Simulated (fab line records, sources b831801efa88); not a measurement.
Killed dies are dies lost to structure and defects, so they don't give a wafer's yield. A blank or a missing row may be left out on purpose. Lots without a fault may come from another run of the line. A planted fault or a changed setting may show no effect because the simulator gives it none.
One fault seen from 2 desks | flow gf180mcu | each desk has only its own numbers; what lay behind them comes last

THE METROLOGY DESK
What the gauges read, lot by lot, whatever tool the lot ran on: means of the sampled wafers that have a number. A lot is out of limits, marked OUT, if its mean lies more than 4 standard deviations from the usual mean; the brackets give that distance.
Columns: A = MIM_ALCU_RS at GF_MIM_RS_MEAS_10, usual 0.1595 ohm/sq; B = MIM_ALCU_THK at GF_MIM_THK_MEAS_11, usual 204 nm
lot  | first seen here | A      | B
L759 | day 27 23:52    | 0.1604 | 203
L760 | day 28 01:34    | 0.1546 | 209
L767 | day 29 23:28    | 0.1588 | 205
L768 | day 30 08:14    | 0.1585 | 205
L769 | day 30 12:47    | 0.1593 | 204
L771 | day 31 06:05    | 0.1572 | 206
L772 | day 31 07:35    | 0.1600 | 203
This desk's finding: nothing out of limits on any of the 7 lots.

THE TOOL OWNER'S DESK: rie_metal-01
The tool's own readings at GF_MIM_METAL_ETCH_19 (etches the open film in Cl2/BCl3, stops on Si3N4, target depth 324.5 nm, time 54.1 s): means of the sampled wafers that have a number, for each lot that ran on this tool. A lot is out of limits, marked OUT, if its mean lies more than 4 standard deviations from the usual mean; the brackets give that distance.
Columns: A = drypump_motor_current_A at GF_MIM_METAL_ETCH_19, usual 5.7 A; B = oes_product_au at GF_MIM_METAL_ETCH_19, usual 0.943 a.u.; C = run_length_s at GF_MIM_METAL_ETCH_19, usual 82.4 s; D = throttle_valve_pct at GF_MIM_METAL_ETCH_19, usual 28.281 %
lot  | first seen here | A   | B                | C               | D
L760 | day 28 20:44    | 6.4 | 0.956            | 82.1            | 28.275
L767 | day 30 17:23    | 6.2 | 0.986 (+6.3) OUT | 79.4 (-4.3) OUT | 28.236 (-4.1) OUT
L768 | day 31 02:32    | 6.2 | 1.003 (+8.9) OUT | 78.5 (-5.4) OUT | 28.224 (-5.1) OUT
L769 | day 31 06:34    | 6.3 | 0.969            | 80.0            | 28.253
This desk's finding: out of limits on L767, L768; first on L767, day 30 17:23 (oes_product_au at GF_MIM_METAL_ETCH_19). In limits: L760, L769.

PUT TOGETHER
The tool owner's desk could have raised an alarm at day 30 17:23, on L767, L768.
The metrology desk saw nothing out of limits.
The metrology desk has L767, L768 on record, within its limits.
Of the lots named, all ran GF_MIM_METAL_ETCH_19 on rie_metal-01.

WHAT THE SIMULATOR HAD PUT IN
Process parameter drift: rie_metal-01, from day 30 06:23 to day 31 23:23, at GF_MIM_METAL_ETCH_19. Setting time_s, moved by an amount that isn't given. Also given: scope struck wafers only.
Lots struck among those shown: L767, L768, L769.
Hours from the fault's start to each desk's first reading out of limits: the tool owner's desk, 11.
